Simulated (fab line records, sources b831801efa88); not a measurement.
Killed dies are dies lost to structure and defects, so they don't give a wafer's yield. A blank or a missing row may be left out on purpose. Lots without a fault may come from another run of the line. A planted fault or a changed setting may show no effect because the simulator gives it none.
Split-lot experiment | flow gf180mcu | 5 lots, 27 wafers read, on a route of 602 steps

THE SPLIT
At GF_M4_SPUTTER_02 (material AlCu, target thk 450 nm, time 23.9 s), the setting time_s was moved away from the recipe's 23.9 s on 6 of the 27 wafers read, by -16.7% to +15.4%. The other wafers ran this setting at the recipe's value.

FROM THE SPLIT TO THE READING: what the file shows between them, 3 steps
- GF_M4_SPUTTER_03: material Ti, target thk 10 nm, time 6.7 s
- GF_M4_SPUTTER_04: material TiN, target thk 50 nm, time 41.7 s
- GF_M4_RS_MEAS_05: measures by four-point-probe

THE READING
M4_ALCU_THK, in nm, at GF_M4_THK_MEAS_06 (measures by xrf). Fault-free wafers of this fab line usually give 454 nm, standard deviation 6 nm.

wafer  | tool, chamber at the split | time_s as run, s | against the recipe | M4_ALCU_THK, nm | against lot-mates on the recipe
L075.1 | pvd_sputter-02, -          | 23.9             | recipe             | 453             | -
L075.2 | pvd_sputter-02, -          | 23.9             | recipe             | 455             | -
L075.3 | pvd_sputter-02, -          | 23.9             | recipe             | 452             | -
L075.4 | pvd_sputter-02, -          | 23.9             | recipe             | 451             | -
L075.5 | pvd_sputter-02, -          | 23.9             | recipe             | 457             | -
L075.6 | pvd_sputter-02, -          | 23.9             | recipe             | 454             | -
L077.1 | pvd_sputter-03, -          | 23.9             | recipe             | 443             | -
L077.2 | pvd_sputter-03, -          | 23.9             | recipe             | 437             | -
L077.3 | pvd_sputter-03, -          | 23.9             | recipe             | 447             | -
L077.4 | pvd_sputter-03, -          | 23.9             | recipe             | 443             | -
L077.5 | pvd_sputter-03, -          | 23.9             | recipe             | 444             | -
L077.6 | pvd_sputter-03, -          | 23.9             | recipe             | 448             | -
L080.1 | pvd_sputter-03, -          | 23.9             | recipe             | 449             | -
L080.2 | pvd_sputter-03, -          | 27.59            | +15.4%             | 526             | +72
L080.3 | pvd_sputter-03, -          | 23.9             | recipe             | 456             | -
L080.4 | pvd_sputter-03, -          | 23.9             | recipe             | 458             | -
L080.5 | pvd_sputter-03, -          | 27.59            | +15.4%             | 529             | +75
L080.6 | pvd_sputter-03, -          | 27.59            | +15.4%             | 532             | +78
L084.2 | pvd_sputter-02, -          | 23.9             | recipe             | 453             | -
L084.5 | pvd_sputter-02, -          | 23.9             | recipe             | 455             | -
L084.6 | pvd_sputter-02, -          | 23.9             | recipe             | 459             | -
L085.1 | pvd_sputter-02, -          | 19.9             | -16.7%             | 379             | -75
L085.2 | pvd_sputter-02, -          | 19.9             | -16.7%             | 381             | -73
L085.3 | pvd_sputter-02, -          | 23.9             | recipe             | 455             | -
L085.4 | pvd_sputter-02, -          | 23.9             | recipe             | 453             | -
L085.5 | pvd_sputter-02, -          | 19.9             | -16.7%             | 381             | -73
L085.6 | pvd_sputter-02, -          | 23.9             | recipe             | 455             | -

THE FIT
A straight line over all 27 wafers: M4_ALCU_THK changes by +4.61 nm for each +1% of time_s; r = +0.99; the points scatter about the line by 5.9 nm.
The same after taking each lot's own level away (the mean of its wafers on the recipe; 27 wafers): +4.61 nm for each +1%; r = +1.00; scatter 3.1 nm.
On that fit, the largest move of time_s shifts the reading by 77 nm.
The lots' own levels span 443.7 to 455.7 nm, that is 2.0 times the standard deviation above.
So the lot-to-lot level changes the slope little: the two slopes agree.
Check: with one of the wafers moved furthest among these (-16.7%) left out of the fit, the line predicts -76.8 nm for it against its lot-mates. It came out at -75.3 nm against them.

OTHER SPLITS ON THESE WAFERS
These wafers also went through other splits before the reading. Each is held against what the fit with the lots' levels taken away leaves over:
other split on the same wafers          | wafers away from the commonest value | r with M4_ALCU_THK (lot level and that fit taken away)
GF_STI_OXIDATION_21 ox_time_s           | 18                                   | -0.22
GF_VT_IMPLANT_DEVELOP_28 develop_time_s | 9                                    | -0.14
GF_POLY_GATE_OXIDATION_16 ox_time_s     | 21                                   | +0.00
GF_SAB_DEVELOP_08 develop_time_s        | 6                                    | -0.19
GF_M1_SPUTTER_03 time_s                 | 9                                    | -0.12
GF_M2_SPUTTER_00 time_s                 | 9                                    | +0.02
GF_M3_SPUTTER_00 time_s                 | 12                                   | +0.12

THE WHOLE CHAIN: every reading that the file lists as answering this split, in the file's order
step              | what it does                                  | reading                                                                       | change (the file's fit)               | r (the file's)
GF_M4_SPUTTER_02  | material AlCu, target thk 450 nm, time 23.9 s | AlCu_of_M4_SPUTTER_02.thk_nm (the simulator's own value, which no gauge read) | +4.57 nm for each +1% of the setting  | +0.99
GF_M4_RS_MEAS_05  | measures by four-point-probe                  | M4_ALCU_RS                                                                    | -0.000729 for each +1% of the setting | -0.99
GF_M4_THK_MEAS_06 | measures by xrf                               | M4_ALCU_THK                                                                   | +4.62 for each +1% of the setting     | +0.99

THE FILE'S OWN FIT
M4_ALCU_THK changes by +4.62 nm for each +1% of time_s, r = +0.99.
